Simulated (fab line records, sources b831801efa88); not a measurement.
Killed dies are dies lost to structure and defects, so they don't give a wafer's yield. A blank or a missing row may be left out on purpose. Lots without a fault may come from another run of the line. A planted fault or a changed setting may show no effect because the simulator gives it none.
Problem report in the 8D (eight disciplines) form, filled by code | flow sky130 | the parts of the form that need people (team, actions taken, sign-off) are left out

1. THE PROBLEM
PASSIVATION_CVD_02_THK at SKY_PASSIVATION_THK_MEAS_03 reads a mean of 623 nm on 5 wafers of 3 lots; wafers without a fault read 542 nm with a standard deviation of 6.6. That is +12 standard deviations from the usual mean.
First seen on wafer L417.1, day 45 22:59, on film_metro-03. The record holds 33 wafers of 11 lots with a number at this step. Rule for "out", or "out of limits": more than 4 standard deviations from the usual mean. The other wafers with a number count as sound.

2. WHAT IT IS AND WHAT IT IS NOT
question                    | is                                     | is not
which readings at this step | PASSIVATION_CVD_02_THK                 | -
which lots                  | L415, L417, L418                       | L411, L412, L413, L420, L426, L431, L432, L433
which wafers of those lots  | L415.1, L417.1, L417.3, L418.1, L418.3 | L415.4, L415.6, L417.2, L418.4
read on which gauges        | film_metro-03                          | film_metro-01, film_metro-04
when                        | from day 45 22:59                      | up to then (10 sound wafers); but 18 sound wafers of L415, L418, L420, L426, L431, L432, L433 came after

3. SUSPECTS, AND WHAT RULES EACH OUT
Counting: a tool at a process step up to the reading stays a suspect if it ran every lot that is out. Sound lots after the first of them don't rule it out here, since some wafers of a struck lot are sound.
- the gauge at SKY_PASSIVATION_THK_MEAS_03: kept. All the wafers that are out were read on film_metro-03, and no step on other tools shows them out.
- pecvd-03 at SKY_PASSIVATION_CVD_02 (deposits Si3N4, target thk 540 nm): kept. It ran every lot that is out, first L417 (day 45 22:45); its last sound lot up to then is L412 (day 44 14:39).
Left after counting: pecvd-03 at SKY_PASSIVATION_CVD_02, film_metro-03 at SKY_PASSIVATION_THK_MEAS_03.

4. THE CAUSE (what the simulator had put in)
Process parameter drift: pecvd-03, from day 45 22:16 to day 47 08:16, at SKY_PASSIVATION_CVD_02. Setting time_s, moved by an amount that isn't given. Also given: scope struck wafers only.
Counting left 2 suspects, and this tool is among them.

5. THE CHAIN OF EFFECTS, in route order
Each row: a reading whose mean over the struck wafers that have a number lies more than 3 standard deviations from the usual. Only readings for which the record gives a usual standard deviation are gone through. hours: the time from each lot's start at the first step in this table that gives one to its start at this step, as a median over the lots. sigmas: the change in usual standard deviations.
hours | step                        | reading                | usual  | on struck wafers | change | sigmas
0     | SKY_PASSIVATION_THK_MEAS_03 | PASSIVATION_CVD_02_THK | 542 nm | 623              | +81    | +12

6. WHAT WOULD HAVE CAUGHT IT SOONER
In this record the first reading out of limits at a measuring or inspecting step was taken at day 45 22:59, 1 hour after the fault began at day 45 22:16.
Of the tool readings at SKY_PASSIVATION_CVD_02 for which the record gives a usual standard deviation, none was out on any struck wafer, so an alarm limit of 4 standard deviations on them would not have fired.
Of the lots that are out (3), L415, L418 began SKY_PASSIVATION_CVD_02 on pecvd-03 after day 45 22:59. A hold on the tool at that time would have spared those 2.
